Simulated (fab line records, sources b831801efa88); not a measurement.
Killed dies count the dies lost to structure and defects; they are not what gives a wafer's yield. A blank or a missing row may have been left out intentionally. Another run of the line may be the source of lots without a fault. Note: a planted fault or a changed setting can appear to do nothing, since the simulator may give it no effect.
fab line records / flow sky130 / part 2 of 2: steps 35 to 44 of 44
record: lots: 5 wafers: 15 lastDay: 50
route steps=708 shown VT_ADJUST_PCH@144 SONOS_TUNNEL@154 SONOS_ONO@168 GATE_OXIDE@187
lots that met no fault: from a run of the same line without faults
startH: hours from the record's opening day to when the first of the lot's shown wafers began / waitH: how many hours have passed since the lot's step before this one / " unchanged from the row above / L1.1+2: a single row standing in for several wafers / - no value present, or no start provided / * or withheld: withheld / < > ~ a bound
route shown NAME@n: NAME is a module with steps in the file, n the number in the route of the first one / usual: average and standard deviation across the fault-free wafers / same: alike in all rows / chamber/n: place in a boat / sites: the reading at each site / _std_site: standard deviation across them / _edge_site: the outer-site mean with the inner-site mean subtracted / radiusMm: for every site, how far away it sits from the centre of the wafer / mask NAME#n: copy n / behind: tool/chamber where the wafer was last shaped / hold: why the lot went on hold/how many hours it stayed there/how the hold came to an end / device: the transistor (n, p or np) that didn't switch / end of line: tests run on the same wafers once the route is complete / where a step has no rows: the recipe by itself / killed: at the first sort, the dies lost to defects and structure; wafer yield is something else / map: a wafer's dies, marking killed ones x, the rest . and places with no die _
set.NAME: setting as actually run; set.NAME@STEP: the setting as run at that earlier step / model.NAME: the simulator's own value behind a step, which no gauge read
lots at some steps of the route; a table a step, a row a wafer
services: from which hour (startH, from the record's first day; less than 0 if before it) a tool's chamber was out of use, for how many hours, and why
== steps ==
step: SKY_SONOS_ONO_EXPOSE_10
recipe: maskId: ONOM targetCdNm: 410 na: 0.6 sourceShape: conventional sigmaOuter: 0.6 doseMj: 150
lot.wafer=L076.1+2+5 tool=ilineStepper-02 chamber=0 startH=- waitH=- mask=ONOM#0
lot.wafer=L083.1+3+5 tool=ilineStepper-01 chamber=0 startH=- waitH=- mask=ONOM#0
lot.wafer=L089.3+4+5 tool=ilineStepper-01 chamber=0 startH=- waitH=- mask=ONOM#0
lot.wafer=L090.2+4+6 tool=ilineStepper-01 chamber=0 startH=- waitH=- mask=ONOM#0
lot.wafer=L096.2+4+6 tool=ilineStepper-02 chamber=0 startH=- waitH=- mask=ONOM#0
step: SKY_SONOS_ONO_PEB_11
recipe: tempC: withheld timeS: * resist: NOVOLAK
lot.wafer=L076.1+2+5 tool=lithoTrack-01 chamber=0 startH=- waitH=-
lot.wafer=L083.1+3+5 tool=lithoTrack-03 chamber=0 startH=- waitH=-
lot.wafer=L089.3+4+5 tool=lithoTrack-04 chamber=0 startH=- waitH=-
lot.wafer=L090.2+4+6 tool=lithoTrack-01 chamber=0 startH=- waitH=-
lot.wafer=L096.2+4+6 tool=lithoTrack-03 chamber=0 startH=- waitH=-
step: SKY_SONOS_ONO_DEVELOP_12
recipe: developTimeS: 60 devTempC: 23
same: developTimeS: 60
lot.wafer=L076.1+2+5 tool=lithoTrack-01 chamber=0 startH=282.02 waitH=0.1
lot.wafer=L083.1+3+5 tool=lithoTrack-03 chamber=0 startH=345.34 waitH=0.1
lot.wafer=L089.3+4+5 tool=lithoTrack-04 chamber=0 startH=396.25 waitH=0.1
lot.wafer=L090.2+4+6 tool=lithoTrack-01 chamber=0 startH=427.84 waitH=0.1
lot.wafer=L096.2+4+6 tool=lithoTrack-03 chamber=0 startH=466.82 waitH=0.1
step: SKY_SONOS_ONO_CD_MEAS_13
recipe: targetCdNm: 410
usual: cdNm: 410.4/2.3
lot.wafer=L076.1 tool=cdSem-01 chamber=- startH=282.17 waitH=0.1 cdNm=412.6
lot.wafer=L076.2 tool=cdSem-01 chamber=- startH=282.17 waitH=0.1 cdNm=410.1
lot.wafer=L076.5 tool=cdSem-01 chamber=- startH=282.17 waitH=0.1 cdNm=411.6
lot.wafer=L083.1 tool=cdSem-01 chamber=- startH=345.49 waitH=0.1 cdNm=413.1
lot.wafer=L083.3 tool=cdSem-01 chamber=- startH=345.49 waitH=0.1 cdNm=412.4
lot.wafer=L083.5 tool=cdSem-01 chamber=- startH=345.49 waitH=0.1 cdNm=413.0
lot.wafer=L089.3 tool=cdSem-01 chamber=- startH=396.39 waitH=0.1 cdNm=408.8
lot.wafer=L089.4 tool=cdSem-01 chamber=- startH=396.39 waitH=0.1 cdNm=408.9
lot.wafer=L089.5 tool=cdSem-01 chamber=- startH=396.39 waitH=0.1 cdNm=411.1
lot.wafer=L090.2 tool=cdSem-02 chamber=- startH=427.99 waitH=0.1 cdNm=407.5
lot.wafer=L090.4 tool=cdSem-02 chamber=- startH=427.99 waitH=0.1 cdNm=407.4
lot.wafer=L090.6 tool=cdSem-02 chamber=- startH=427.99 waitH=0.1 cdNm=408.5
lot.wafer=L096.2 tool=cdSem-02 chamber=- startH=466.96 waitH=0.1 cdNm=406.5
lot.wafer=L096.4 tool=cdSem-02 chamber=- startH=466.96 waitH=0.1 cdNm=406.4
lot.wafer=L096.6 tool=cdSem-02 chamber=- startH=466.96 waitH=0.1 cdNm=406.7
step: SKY_SONOS_ONO_OVL_MEAS_14
usual: SONOS_ONO_OVL: 0.3/1.4
lot.wafer=L076.1 tool=overlay-01 chamber=- startH=282.29 waitH=0.1 SONOS_ONO_OVL[nm]=-1.4
lot.wafer=L076.2 tool=overlay-01 chamber=- startH=282.29 waitH=0.1 SONOS_ONO_OVL[nm]=-0.3
lot.wafer=L076.5 tool=overlay-01 chamber=- startH=282.29 waitH=0.1 SONOS_ONO_OVL[nm]=-1.1
lot.wafer=L083.1 tool=overlay-02 chamber=- startH=345.61 waitH=0.1 SONOS_ONO_OVL[nm]=1.9
lot.wafer=L083.3 tool=overlay-02 chamber=- startH=345.61 waitH=0.1 SONOS_ONO_OVL[nm]=0.3
lot.wafer=L083.5 tool=overlay-02 chamber=- startH=345.61 waitH=0.1 SONOS_ONO_OVL[nm]=1.3
lot.wafer=L089.3 tool=overlay-01 chamber=- startH=396.48 waitH=0.1 SONOS_ONO_OVL[nm]=1.2
lot.wafer=L089.4 tool=overlay-01 chamber=- startH=396.48 waitH=0.1 SONOS_ONO_OVL[nm]=1.6
lot.wafer=L089.5 tool=overlay-01 chamber=- startH=396.48 waitH=0.1 SONOS_ONO_OVL[nm]=3.0
lot.wafer=L090.2 tool=overlay-01 chamber=- startH=428.09 waitH=0.1 SONOS_ONO_OVL[nm]=1.6
lot.wafer=L090.4 tool=overlay-01 chamber=- startH=428.09 waitH=0.1 SONOS_ONO_OVL[nm]=0.2
lot.wafer=L090.6 tool=overlay-01 chamber=- startH=428.09 waitH=0.1 SONOS_ONO_OVL[nm]=0.6
lot.wafer=L096.2 tool=overlay-01 chamber=- startH=467.07 waitH=0.1 SONOS_ONO_OVL[nm]=1.3
lot.wafer=L096.4 tool=overlay-01 chamber=- startH=467.07 waitH=0.1 SONOS_ONO_OVL[nm]=-1.2
lot.wafer=L096.6 tool=overlay-01 chamber=- startH=467.07 waitH=0.1 SONOS_ONO_OVL[nm]=1.3
step: SKY_SONOS_ONO_ETCH_15
recipe: targetDepthNm: 19.52 chemistry: CHF3/O2 sourceW: 600 biasW: 200 pressureMtorr: 40 chf3FlowSccm: 50 O2_flow_sccm: 5 timeS: 7.8
usual: biasW: 200.0/0.61 drypumpMotorCurrentA: 5.5/0.38 oesProductAu: 0.998/0.013 rfFwdPowerW: 588/3.2 throttleValvePct: 8.825/0.0098
lot.wafer=L076.1 tool=rieDiel-04 chamber=1 startH=282.32 waitH=0.0 biasW=200.0 drypumpMotorCurrentA=6.1 oesProductAu=0.999 rfFwdPowerW=590 rfHoursCounterH=7 throttleValvePct=8.820
lot.wafer=L076.2 tool=rieDiel-04 chamber=3 startH=282.32 waitH=0.0 biasW=200.2 drypumpMotorCurrentA=6.1 oesProductAu=1.020 rfFwdPowerW=589 rfHoursCounterH=95 throttleValvePct=8.827
lot.wafer=L076.5 tool=rieDiel-04 chamber=0 startH=282.32 waitH=0.0 biasW=200.0 drypumpMotorCurrentA=5.5 oesProductAu=1.018 rfFwdPowerW=585 rfHoursCounterH=- throttleValvePct=8.822
lot.wafer=L083.1 tool=rieDiel-01 chamber=1 startH=345.65 waitH=0.0 biasW=200.0 drypumpMotorCurrentA=5.2 oesProductAu=1.010 rfFwdPowerW=593 rfHoursCounterH=3 throttleValvePct=8.821
lot.wafer=L083.3 tool=rieDiel-01 chamber=3 startH=345.65 waitH=0.0 biasW=200.3 drypumpMotorCurrentA=5.9 oesProductAu=0.991 rfFwdPowerW=588 rfHoursCounterH=6 throttleValvePct=8.832
lot.wafer=L083.5 tool=rieDiel-01 chamber=0 startH=345.65 waitH=0.0 biasW=199.4 drypumpMotorCurrentA=5.2 oesProductAu=0.990 rfFwdPowerW=587 rfHoursCounterH=- throttleValvePct=8.840
lot.wafer=L089.3 tool=rieDiel-04 chamber=1 startH=396.50 waitH=0.0 biasW=200.9 drypumpMotorCurrentA=6.1 oesProductAu=0.992 rfFwdPowerW=589 rfHoursCounterH=9 throttleValvePct=8.812
lot.wafer=L089.4 tool=rieDiel-04 chamber=0 startH=396.50 waitH=0.0 biasW=201.4 drypumpMotorCurrentA=5.5 oesProductAu=1.008 rfFwdPowerW=586 rfHoursCounterH=99 throttleValvePct=8.832
lot.wafer=L089.5 tool=rieDiel-04 chamber=0 startH=396.50 waitH=0.0 biasW=200.2 drypumpMotorCurrentA=5.4 oesProductAu=1.009 rfFwdPowerW=583 rfHoursCounterH=- throttleValvePct=8.821
lot.wafer=L090.2 tool=rieDiel-04 chamber=3 startH=428.12 waitH=0.0 biasW=200.3 drypumpMotorCurrentA=6.1 oesProductAu=1.022 rfFwdPowerW=586 rfHoursCounterH=98 throttleValvePct=8.825
lot.wafer=L090.4 tool=rieDiel-04 chamber=1 startH=428.12 waitH=0.0 biasW=200.1 drypumpMotorCurrentA=6.2 oesProductAu=0.999 rfFwdPowerW=589 rfHoursCounterH=10 throttleValvePct=8.813
lot.wafer=L090.6 tool=rieDiel-04 chamber=3 startH=428.12 waitH=0.0 biasW=200.5 drypumpMotorCurrentA=6.1 oesProductAu=1.018 rfFwdPowerW=589 rfHoursCounterH=- throttleValvePct=8.834
lot.wafer=L096.2 tool=rieDiel-01 chamber=0 startH=467.10 waitH=0.0 biasW=201.4 drypumpMotorCurrentA=5.2 oesProductAu=1.003 rfFwdPowerW=582 rfHoursCounterH=5 throttleValvePct=8.814
lot.wafer=L096.4 tool=rieDiel-01 chamber=1 startH=467.10 waitH=0.0 biasW=200.3 drypumpMotorCurrentA=5.3 oesProductAu=1.008 rfFwdPowerW=589 rfHoursCounterH=5 throttleValvePct=8.829
lot.wafer=L096.6 tool=rieDiel-01 chamber=2 startH=467.10 waitH=0.0 biasW=199.9 drypumpMotorCurrentA=5.2 oesProductAu=0.981 rfFwdPowerW=585 rfHoursCounterH=- throttleValvePct=8.819
step: SKY_SONOS_ONO_WET_ETCH_16
recipe: chemistry: dHF targetDepthNm: 14 dry: n2Spin target: SiO2 dilution: 100:1 tempC: 25 timeS: 280
lot.wafer=L076.1+2+5 tool=wetBench-03 chamber=0 startH=282.34 waitH=0.0
lot.wafer=L083.1+3+5 tool=wetBench-02 chamber=0 startH=345.67 waitH=0.0
lot.wafer=L089.3+4+5 tool=wetBench-04 chamber=1 startH=396.53 waitH=0.0
lot.wafer=L090.2+4+6 tool=wetBench-03 chamber=2 startH=428.14 waitH=0.0
lot.wafer=L096.2+4+6 tool=wetBench-04 chamber=0 startH=467.12 waitH=0.0
step: SKY_SONOS_ONO_STRIP_17
recipe: chemistry: O2/N2 powerW: 1400 pressureMtorr: 1500 platenTempC: withheld o2FlowSccm: 3000 n2FlowSccm: 300 overashFraction: 0.5
usual: drypumpMotorCurrentA: 5.56/0.3 oesProductAu: 0.710/0.0039 stripTimeToEndpointS: 14.11/0.044
same: overashFraction: 0.5
lot.wafer=L076.1 tool=plasmaAsher-03 chamber=0 startH=282.44 waitH=0.0 drypumpMotorCurrentA=6.04 oesProductAu=0.710 rfHoursCounterH=57 stripTimeToEndpointS=14.09
lot.wafer=L076.2 tool=plasmaAsher-03 chamber=1 startH=282.44 waitH=0.0 drypumpMotorCurrentA=5.31 oesProductAu=0.711 rfHoursCounterH=57 stripTimeToEndpointS=14.11
lot.wafer=L076.5 tool=plasmaAsher-03 chamber=1 startH=282.44 waitH=0.0 drypumpMotorCurrentA=5.31 oesProductAu=0.709 rfHoursCounterH=- stripTimeToEndpointS=14.10
lot.wafer=L083.1 tool=plasmaAsher-02 chamber=0 startH=345.76 waitH=0.0 drypumpMotorCurrentA=5.80 oesProductAu=0.709 rfHoursCounterH=22 stripTimeToEndpointS=14.10
lot.wafer=L083.3 tool=plasmaAsher-02 chamber=0 startH=345.76 waitH=0.0 drypumpMotorCurrentA=5.79 oesProductAu=0.706 rfHoursCounterH=- stripTimeToEndpointS=14.12
lot.wafer=L083.5 tool=plasmaAsher-02 chamber=0 startH=345.76 waitH=0.0 drypumpMotorCurrentA=5.82 oesProductAu=0.712 rfHoursCounterH=- stripTimeToEndpointS=14.14
lot.wafer=L089.3 tool=plasmaAsher-03 chamber=1 startH=396.64 waitH=0.0 drypumpMotorCurrentA=5.30 oesProductAu=0.708 rfHoursCounterH=- stripTimeToEndpointS=14.14
lot.wafer=L089.4 tool=plasmaAsher-03 chamber=0 startH=396.64 waitH=0.0 drypumpMotorCurrentA=6.06 oesProductAu=0.709 rfHoursCounterH=- stripTimeToEndpointS=14.15
lot.wafer=L089.5 tool=plasmaAsher-03 chamber=1 startH=396.64 waitH=0.0 drypumpMotorCurrentA=5.30 oesProductAu=0.709 rfHoursCounterH=- stripTimeToEndpointS=14.17
lot.wafer=L090.2 tool=plasmaAsher-04 chamber=1 startH=428.23 waitH=0.0 drypumpMotorCurrentA=5.32 oesProductAu=0.716 rfHoursCounterH=63 stripTimeToEndpointS=14.12
lot.wafer=L090.4 tool=plasmaAsher-04 chamber=0 startH=428.23 waitH=0.0 drypumpMotorCurrentA=5.35 oesProductAu=0.705 rfHoursCounterH=- stripTimeToEndpointS=14.11
lot.wafer=L090.6 tool=plasmaAsher-04 chamber=1 startH=428.23 waitH=0.0 drypumpMotorCurrentA=5.32 oesProductAu=0.706 rfHoursCounterH=- stripTimeToEndpointS=14.15
lot.wafer=L096.2 tool=plasmaAsher-03 chamber=0 startH=467.21 waitH=0.0 drypumpMotorCurrentA=6.06 oesProductAu=0.711 rfHoursCounterH=4 stripTimeToEndpointS=14.15
lot.wafer=L096.4 tool=plasmaAsher-03 chamber=1 startH=467.21 waitH=0.0 drypumpMotorCurrentA=5.30 oesProductAu=0.709 rfHoursCounterH=- stripTimeToEndpointS=14.10
lot.wafer=L096.6 tool=plasmaAsher-03 chamber=1 startH=467.21 waitH=0.0 drypumpMotorCurrentA=5.32 oesProductAu=0.707 rfHoursCounterH=- stripTimeToEndpointS=14.16
step: SKY_SONOS_ONO_WET_ETCH_18
recipe: chemistry: H3PO4 targetDepthNm: 15 target: Si3N4 tempC: 160 timeS: 172
usual: bathGuardTempC: 159.9/0.45
lot.wafer=L076.1 tool=wetBench-02 chamber=2 startH=282.54 waitH=0.1 bathGuardTempC=159.9
lot.wafer=L076.2 tool=wetBench-02 chamber=2 startH=282.54 waitH=0.1 bathGuardTempC=159.8
lot.wafer=L076.5 tool=wetBench-02 chamber=2 startH=282.54 waitH=0.1 bathGuardTempC=159.8
lot.wafer=L083.1 tool=wetBench-03 chamber=1 startH=345.86 waitH=0.1 bathGuardTempC=160.0
lot.wafer=L083.3 tool=wetBench-03 chamber=1 startH=345.86 waitH=0.1 bathGuardTempC=160.1
lot.wafer=L083.5 tool=wetBench-03 chamber=1 startH=345.86 waitH=0.1 bathGuardTempC=159.7
lot.wafer=L089.3 tool=wetBench-03 chamber=1 startH=396.71 waitH=0.0 bathGuardTempC=159.8
lot.wafer=L089.4 tool=wetBench-03 chamber=1 startH=396.71 waitH=0.0 bathGuardTempC=159.9
lot.wafer=L089.5 tool=wetBench-03 chamber=1 startH=396.71 waitH=0.0 bathGuardTempC=160.0
lot.wafer=L090.2 tool=wetBench-04 chamber=0 startH=428.33 waitH=0.1 bathGuardTempC=160.5
lot.wafer=L090.4 tool=wetBench-04 chamber=0 startH=428.33 waitH=0.1 bathGuardTempC=160.4
lot.wafer=L090.6 tool=wetBench-04 chamber=0 startH=428.33 waitH=0.1 bathGuardTempC=160.3
lot.wafer=L096.2 tool=wetBench-02 chamber=0 startH=467.31 waitH=0.1 bathGuardTempC=159.6
lot.wafer=L096.4 tool=wetBench-02 chamber=0 startH=467.31 waitH=0.1 bathGuardTempC=159.4
lot.wafer=L096.6 tool=wetBench-02 chamber=0 startH=467.31 waitH=0.1 bathGuardTempC=159.7
step: SKY_GATE_OXIDE_CLEAN_00
recipe: chemistry: SC1/SC2 mix: 1:4:20 tempC: 70 timeS: 150 dry: n2Spin
usual: bathGuardTempC: 69.8/0.51
lot.wafer=L076.1 tool=wetBench-04 chamber=1 startH=282.60 waitH=0.0 bathGuardTempC=69.8
lot.wafer=L076.2 tool=wetBench-04 chamber=1 startH=282.60 waitH=0.0 bathGuardTempC=69.5
lot.wafer=L076.5 tool=wetBench-04 chamber=1 startH=282.60 waitH=0.0 bathGuardTempC=70.0
lot.wafer=L083.1 tool=wetBench-02 chamber=2 startH=345.91 waitH=0.0 bathGuardTempC=69.8
lot.wafer=L083.3 tool=wetBench-02 chamber=2 startH=345.91 waitH=0.0 bathGuardTempC=69.8
lot.wafer=L083.5 tool=wetBench-02 chamber=2 startH=345.91 waitH=0.0 bathGuardTempC=69.6
lot.wafer=L089.3 tool=wetBench-02 chamber=1 startH=396.77 waitH=0.0 bathGuardTempC=70.2
lot.wafer=L089.4 tool=wetBench-02 chamber=1 startH=396.77 waitH=0.0 bathGuardTempC=70.1
lot.wafer=L089.5 tool=wetBench-02 chamber=1 startH=396.77 waitH=0.0 bathGuardTempC=70.1
lot.wafer=L090.2 tool=wetBench-04 chamber=1 startH=428.39 waitH=0.0 bathGuardTempC=69.7
lot.wafer=L090.4 tool=wetBench-04 chamber=1 startH=428.39 waitH=0.0 bathGuardTempC=70.0
lot.wafer=L090.6 tool=wetBench-04 chamber=1 startH=428.39 waitH=0.0 bathGuardTempC=69.8
lot.wafer=L096.2 tool=wetBench-03 chamber=2 startH=467.37 waitH=0.0 bathGuardTempC=69.1
lot.wafer=L096.4 tool=wetBench-03 chamber=2 startH=467.37 waitH=0.0 bathGuardTempC=69.0
lot.wafer=L096.6 tool=wetBench-03 chamber=2 startH=467.37 waitH=0.0 bathGuardTempC=68.8
== services ==
tool=plasmaAsher-04 chamber=- startH=197.53 hours=2.8 kind=pm
tool=rieDiel-04 chamber=1 startH=204.63 hours=3.1 kind=repair
tool=plasmaAsher-03 chamber=- startH=210.66 hours=1.0 kind=repair
tool=furnace-02 chamber=- startH=211.22 hours=3.1 kind=repair
tool=ilineStepper-02 chamber=- startH=223.76 hours=8.4 kind=repair
tool=wetBench-01 chamber=- startH=224.28 hours=1.9 kind=pm
tool=ilineStepper-01 chamber=- startH=232.29 hours=4.3 kind=pm
tool=implanter-04 chamber=- startH=232.38 hours=6.7 kind=repair
tool=ilineStepper-02 chamber=- startH=257.04 hours=1.7 kind=pm
tool=ilineStepper-01 chamber=- startH=266.87 hours=1.4 kind=repair
tool=wetBench-03 chamber=- startH=275.41 hours=1.9 kind=pm
tool=ilineStepper-01 chamber=- startH=297.10 hours=1.4 kind=repair
tool=ilineStepper-01 chamber=- startH=305.61 hours=1.7 kind=pm
tool=implanter-04 chamber=- startH=319.58 hours=7.7 kind=pm
tool=implanter-04 chamber=- startH=335.49 hours=0.9 kind=repair
tool=lpcvd-02 chamber=- startH=361.56 hours=0.4 kind=repair
tool=implanter-04 chamber=- startH=374.63 hours=12.0 kind=repair
tool=lpcvd-03 chamber=- startH=381.39 hours=4.3 kind=pm
tool=lpcvd-02 chamber=- startH=385.70 hours=0.6 kind=repair
tool=implanter-04 chamber=- startH=395.24 hours=1.2 kind=repair
tool=wetBench-04 chamber=- startH=395.26 hours=1.0 kind=repair
tool=plasmaAsher-04 chamber=- startH=425.99 hours=0.6 kind=repair
tool=implanter-04 chamber=- startH=426.68 hours=3.9 kind=repair
tool=implanter-04 chamber=- startH=441.20 hours=0.8 kind=repair
